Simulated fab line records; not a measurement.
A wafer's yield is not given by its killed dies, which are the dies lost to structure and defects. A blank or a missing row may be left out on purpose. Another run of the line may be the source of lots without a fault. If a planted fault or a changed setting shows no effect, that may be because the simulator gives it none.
Which tool is to blame? :: flow gf180mcu :: 12 lots, 36 wafers sampled, at 5 steps of a route of 602

WHAT THE GAUGES SHOWED, per wafer
GF_V1_CD_MEAS_14: the cd target is 260 nm.
lot: L688
measured: day 19 16:05
on: cd sem-01
cd nm (nm): 261.4 261.3 261.5

lot: L689
measured: day 19 22:14
on: cd sem-02
cd nm (nm): 259.7 259.8 260.1

lot: L690
measured: day 20 09:52
on: cd sem-02
cd nm (nm): 260.1 260.3 261.9

lot: L691
measured: day 20 15:20
on: cd sem-02
cd nm (nm): 261.1 260.8 261.4

lot: L692
measured: day 20 19:40
on: cd sem-02
cd nm (nm): 261.5 261.3 260.7

lot: L693
measured: day 21 00:34
on: cd sem-01
cd nm (nm): 261.4 262.1 261.5

lot: L695
measured: day 22 06:10
on: cd sem-02
cd nm (nm): 261.1 261.5 262.0

lot: L697
measured: day 22 13:52
on: cd sem-01
cd nm (nm): 260.7 260.4 260.5

lot: L704
measured: day 25 03:17
on: cd sem-02
cd nm (nm): 250.3 250.1 251.1 250.5 249.9 251.2

lot: L705
measured: day 25 05:32
on: cd sem-02
cd nm (nm): 250.9 250.7 250.6 251.0 250.6 250.2

lot: L707
measured: day 25 17:26
on: cd sem-02
cd nm (nm): 250.7 250.1 250.1 250.5 249.8 250.6

lot: L708
measured: day 26 00:42
on: cd sem-02
cd nm (nm): 260.9 260.6 261.4

GF_V1_RS_MEAS_24: measures by four-point-probe.
lot: L688
measured: day 19 17:14
on: film metro-03
V1_W_RS (ohm/sq): 0.327 0.325 0.331

lot: L689
measured: day 19 23:37
on: film metro-02
V1_W_RS (ohm/sq): 0.326 0.327 0.325

lot: L690
measured: day 20 10:53
on: film metro-03
V1_W_RS (ohm/sq): 0.325 0.331 0.320

lot: L691
measured: day 20 16:28
on: film metro-03
V1_W_RS (ohm/sq): 0.327 0.325 0.328

lot: L692
measured: day 20 20:49
on: film metro-04
V1_W_RS (ohm/sq): 0.330 0.326 0.334

lot: L693
measured: day 21 01:41
on: film metro-02
V1_W_RS (ohm/sq): 0.330 0.329 0.326

lot: L695
measured: day 22 07:13
on: film metro-03
V1_W_RS (ohm/sq): 0.332 0.330 0.327

lot: L697
measured: day 22 14:56
on: film metro-02
V1_W_RS (ohm/sq): 0.330 0.324 0.325

lot: L704
measured: day 25 07:07
on: film metro-04
V1_W_RS (ohm/sq): 0.329 0.327 0.330

lot: L705
measured: day 25 07:58
on: film metro-03
V1_W_RS (ohm/sq): 0.330 0.327 0.326

lot: L707
measured: day 25 21:23
on: film metro-03
V1_W_RS (ohm/sq): 0.323 0.326 0.326

lot: L708
measured: day 26 01:48
on: film metro-02
V1_W_RS (ohm/sq): 0.335 0.327 0.332

TOOL THAT RAN EACH LOT (tool first, then ch and the chambers of the sampled wafers, then the start)
lot: L688
GF_V1_EXPOSE_11: krf scanner-01 ch 0, day 19 04:25
GF_V1_ETCH_16: rie diel-04 ch 0,1, day 19 16:14
GF_V1_SPUTTER_22: pvd sputter-03, day 19 17:05

lot: L689
GF_V1_EXPOSE_11: krf scanner-01 ch 0, day 19 10:23
GF_V1_ETCH_16: rie diel-04 ch 0,1,2, day 19 22:23
GF_V1_SPUTTER_22: pvd sputter-03, day 19 23:27

lot: L690
GF_V1_EXPOSE_11: krf scanner-02 ch 0, day 19 21:44
GF_V1_ETCH_16: rie diel-02 ch 0,1, day 20 10:00
GF_V1_SPUTTER_22: pvd sputter-01, day 20 10:43

lot: L691
GF_V1_EXPOSE_11: krf scanner-02 ch 0, day 20 03:44
GF_V1_ETCH_16: rie diel-02 ch 0,1,2, day 20 15:26
GF_V1_SPUTTER_22: pvd sputter-03, day 20 16:16

lot: L692
GF_V1_EXPOSE_11: krf scanner-02 ch 0, day 20 07:53
GF_V1_ETCH_16: rie diel-02 ch 1,2, day 20 19:50
GF_V1_SPUTTER_22: pvd sputter-01, day 20 20:40

lot: L693
GF_V1_EXPOSE_11: krf scanner-02 ch 0, day 20 13:04
GF_V1_ETCH_16: rie diel-04 ch 0,1, day 21 00:42
GF_V1_SPUTTER_22: pvd sputter-01, day 21 01:31

lot: L695
GF_V1_EXPOSE_11: krf scanner-02 ch 0, day 21 18:31
GF_V1_ETCH_16: rie diel-03 ch 0,1,3, day 22 06:20
GF_V1_SPUTTER_22: pvd sputter-03, day 22 07:04

lot: L697
GF_V1_EXPOSE_11: krf scanner-02 ch 0, day 22 02:49
GF_V1_ETCH_16: rie diel-02 ch 1,2,3, day 22 14:02
GF_V1_SPUTTER_22: pvd sputter-03, day 22 14:47

lot: L704
GF_V1_EXPOSE_11: krf scanner-02 ch 0, day 24 16:29
GF_V1_ETCH_16: rie diel-02 ch 0,2, day 25 05:44
GF_V1_SPUTTER_22: pvd sputter-03, day 25 06:53

lot: L705
GF_V1_EXPOSE_11: krf scanner-02 ch 0, day 24 19:08
GF_V1_ETCH_16: rie diel-02 ch 0,2,3, day 25 06:44
GF_V1_SPUTTER_22: pvd sputter-03, day 25 07:49

lot: L707
GF_V1_EXPOSE_11: krf scanner-02 ch 0, day 25 07:13
GF_V1_ETCH_16: rie diel-03 ch 0,1,3, day 25 20:22
GF_V1_SPUTTER_22: pvd sputter-03, day 25 21:14

lot: L708
GF_V1_EXPOSE_11: krf scanner-01 ch 0, day 25 14:13
GF_V1_ETCH_16: rie diel-02 ch 1,2, day 26 00:48
GF_V1_SPUTTER_22: pvd sputter-04, day 26 01:34
- GF_V1_EXPOSE_11: exposes mask Via1, target cd 260 nm.
- GF_V1_ETCH_16: etches BARC in N2/H2.
- GF_V1_SPUTTER_22: material TiN, target thk 10 nm, time 40 s.

WHAT THE TOOLS THEMSELVES READ (means of the sampled wafers that have a number; where no wafer has one, the mark that the record gives instead)
GF_V1_EXPOSE_11.
lot: L688
tool: krf scanner-01
exposure dose mJ cm2: 37.98
reticle temp C (C): 22.91

lot: L689
tool: krf scanner-01
exposure dose mJ cm2: 38.00
reticle temp C (C): 22.83

lot: L690
tool: krf scanner-02
exposure dose mJ cm2: 38.04
reticle temp C (C): 22.92

lot: L691
tool: krf scanner-02
exposure dose mJ cm2: 37.98
reticle temp C (C): 23.08

lot: L692
tool: krf scanner-02
exposure dose mJ cm2: 37.99
reticle temp C (C): 23.07

lot: L693
tool: krf scanner-02
exposure dose mJ cm2: 37.96
reticle temp C (C): 23.01

lot: L695
tool: krf scanner-02
exposure dose mJ cm2: 37.99
reticle temp C (C): 22.99

lot: L697
tool: krf scanner-02
exposure dose mJ cm2: 37.98
reticle temp C (C): 22.88

lot: L704
tool: krf scanner-02
exposure dose mJ cm2: 35.41
reticle temp C (C): 22.93

lot: L705
tool: krf scanner-02
exposure dose mJ cm2: 35.45
reticle temp C (C): 22.89

lot: L707
tool: krf scanner-02
exposure dose mJ cm2: 36.36
reticle temp C (C): 23.01

lot: L708
tool: krf scanner-01
exposure dose mJ cm2: 37.94
reticle temp C (C): 23.13

GF_V1_ETCH_16.
lot: L688
tool: rie diel-04
drypump motor current A (A): 6.12
oes product au (a.u.): 0.853
throttle valve pct (%): 13.219

lot: L689
tool: rie diel-04
drypump motor current A (A): 5.95
oes product au (a.u.): 0.854
throttle valve pct (%): 13.223

lot: L690
tool: rie diel-02
drypump motor current A (A): 5.70
oes product au (a.u.): 0.854
throttle valve pct (%): 13.224

lot: L691
tool: rie diel-02
drypump motor current A (A): 5.58
oes product au (a.u.): 0.852
throttle valve pct (%): 13.227

lot: L692
tool: rie diel-02
drypump motor current A (A): 5.46
oes product au (a.u.): 0.850
throttle valve pct (%): 13.224

lot: L693
tool: rie diel-04
drypump motor current A (A): 6.12
oes product au (a.u.): 0.847
throttle valve pct (%): 13.224

lot: L695
tool: rie diel-03
drypump motor current A (A): 5.67
oes product au (a.u.): 0.860
throttle valve pct (%): 13.219

lot: L697
tool: rie diel-02
drypump motor current A (A): 5.55
oes product au (a.u.): 0.853
throttle valve pct (%): 13.227

lot: L704
tool: rie diel-02
drypump motor current A (A): 5.60
oes product au (a.u.): 0.854
throttle valve pct (%): 13.225

lot: L705
tool: rie diel-02
drypump motor current A (A): 5.68
oes product au (a.u.): 0.853
throttle valve pct (%): 13.226

lot: L707
tool: rie diel-03
drypump motor current A (A): 5.68
oes product au (a.u.): 0.859
throttle valve pct (%): 13.227

lot: L708
tool: rie diel-02
drypump motor current A (A): 5.45
oes product au (a.u.): 0.852
throttle valve pct (%): 13.220

GF_V1_SPUTTER_22.
lot: L688
tool: pvd sputter-03
throttle valve pct (%): 29.8

lot: L689
tool: pvd sputter-03
throttle valve pct (%): 29.7

lot: L690
tool: pvd sputter-01
throttle valve pct (%): 29.5

lot: L691
tool: pvd sputter-03
throttle valve pct (%): 30.1

lot: L692
tool: pvd sputter-01
throttle valve pct (%): 29.3

lot: L693
tool: pvd sputter-01
throttle valve pct (%): 29.3

lot: L695
tool: pvd sputter-03
throttle valve pct (%): 29.9

lot: L697
tool: pvd sputter-03
throttle valve pct (%): 30.1

lot: L704
tool: pvd sputter-03
throttle valve pct (%): 29.9

lot: L705
tool: pvd sputter-03
throttle valve pct (%): 29.9

lot: L707
tool: pvd sputter-03
throttle valve pct (%): 29.6

lot: L708
tool: pvd sputter-04
throttle valve pct (%): 29.2

THE ANSWER, worked out from the rows above alone
Rule: the lots themselves supply what counts as usual. The widest of any qualifying gaps counts: lots, ordered by their means at a reading, are off when they make up no more than a third of the lots, leave a main group of 4 or more, and stand apart from it by 3 or more times the standard deviation of that group's means. The tables above print the reading to a certain number of digits; a main group whose means all agree to those digits is not used. A lot without any number at a reading at which 4 lots or more have one is off too. All remaining lots with rows at the step are treated as sound. Order of review: gauges by route order, followed by the tools' own readings, for which a lot's mean as printed above is used. At the first step where some lot is off, the reading lying furthest off is the one used; lots without a number count as furthest.
Off: L704, L705, L707 (GF_V1_CD_MEAS_14, cd nm). Mean 261.0 nm and standard deviation 0.53 in the main group.
If a tool, at a process step before that reading, ran all the lots that are off and no sound lot after the first of them, it fits. Not tried: the gauges at GF_V1_CD_MEAS_14; whatever is off there is also off at GF_V1_EXPOSE_11, on other tools, and gauge error can't account for it. One fits: GF_V1_EXPOSE_11 on krf scanner-02. A fault onset in the window from L697 (day 22 02:49, its last sound lot) to L704 (day 24 16:29, its first lot off) fits.
The tool's own readings at GF_V1_EXPOSE_11 bear it out: on the lots that are off they differ by more than 5 times the standard deviation of the sound lots' means. exposure dose mJ cm2 reads 35.74 there against 37.98 on the sound lots.

WHAT THE SIMULATOR HAD INSERTED
Process parameters drifting: krf scanner-02 at GF_V1_EXPOSE_11, beginning at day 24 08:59. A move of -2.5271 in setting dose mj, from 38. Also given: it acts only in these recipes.
Shown lots that were struck: L704, L705, L707. Same finding as the rule above.
